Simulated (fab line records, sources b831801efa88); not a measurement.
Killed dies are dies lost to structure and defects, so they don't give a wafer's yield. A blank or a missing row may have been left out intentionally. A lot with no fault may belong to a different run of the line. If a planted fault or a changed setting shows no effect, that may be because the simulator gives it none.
Problem report in the 8D (eight disciplines) form, filled by code	flow gf180mcu	the parts of the form that need people (team, actions taken, sign-off) are left out

1. WHAT WENT WRONG
V3_W_RS at GF_V3_RS_MEAS_24 reads a mean of 0.193 ohm/sq on 9 wafers of 3 lots; wafers without a fault read 0.329 ohm/sq with a standard deviation of 0.0049. Measured from the usual mean, that is -28 standard deviations.
The step: measures by four-point-probe.
First observed at day 27 12:03: wafer L514.1, on filmMetro-02. At this step, 39 wafers from 13 lots have a number in the record. Rule for "out", or "out of limits": more than 4 standard deviations from the usual mean. The other wafers with a number count as sound.

2. WHAT IT IS; WHAT IT IS NOT
question	is	is not
which readings at this step	V3_W_RS	-
which lots	L514, L515, L517	L502, L503, L504, L506, L508, L510, L511, L512, L521, L525
which wafers of those lots	all that have a number	-
read on which gauges	filmMetro-02, filmMetro-04	filmMetro-01
when	from day 27 12:03	up to then (24 sound wafers); but 6 sound wafers of L521, L525 came after

3. THE SUSPECTS, EACH WITH WHAT RULES IT OUT
Counting: a tool at any process step up to the reading remains a suspect when it ran all the lots that are out and ran no sound lot after the first of those.
- the gauge at GF_V3_RS_MEAS_24: ruled out. 2 gauges (filmMetro-02, filmMetro-04) read the wafers that are out.
- cmp-02 at GF_V3_CMP_04 (polishes SiO2): ruled out as a lasting fault. Sound lots L521 ran on it after its first lot that is out, L514 (day 26 14:05).
- cvdW-02 at GF_V3_CVD_23 (deposits W, target thk 350 nm, time 104.9 s): kept. It processed each lot that is out, first L514 at day 27 11:56, and no sound lot thereafter; up to then, the last sound lot it processed was L512 at day 26 07:33. Its own susceptorTempC readings are out on those wafers.
After counting, what remains is cvdW-02 at GF_V3_CVD_23.

4. THE CAUSE (what the simulator had put in)
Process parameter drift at GF_V3_CVD_23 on cvdW-02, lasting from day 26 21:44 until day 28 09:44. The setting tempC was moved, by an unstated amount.
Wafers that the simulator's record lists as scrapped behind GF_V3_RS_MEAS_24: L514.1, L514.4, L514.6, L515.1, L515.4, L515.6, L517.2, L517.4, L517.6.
Only this tool survived the counting.

5. THE CHAIN OF EFFECTS, in route order
One row per reading whose mean, taken over the struck wafers that have a number, lies over 3 standard deviations from the usual. Only readings whose record carries a usual standard deviation are examined. hours: median over the lots of the time between each lot's start at the first step of this table that gives one and its start at this step. sigmas: the change, counted in usual standard deviations.
hours	step	reading	usual	on struck wafers	change	sigmas
0	GF_V3_CVD_23	susceptorTempC	400.00 C	440.48	+40.48	+99 or more
0	GF_V3_RS_MEAS_24	V3_W_RS	0.329 ohm/sq	0.193	-0.136	-28
Process steps it contains:
- GF_V3_CVD_23: deposits W, target thk 350 nm, time 104.9 s.

6. HOW IT WOULD HAVE BEEN CAUGHT EARLIER
The first out-of-limits reading at a measuring or inspecting step in this record came at day 27 12:03, 14 hours after the fault's start at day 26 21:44.
At GF_V3_CVD_23, the tool's own readings (susceptorTempC) were out on each struck wafer the step has a row for, so an alarm limit on them would have fired on the first such wafer.
Among the 3 lots that are out, L515, L517 began GF_V3_CVD_23 on cvdW-02 after day 27 12:03. A hold on the tool at that time would have spared those 2.
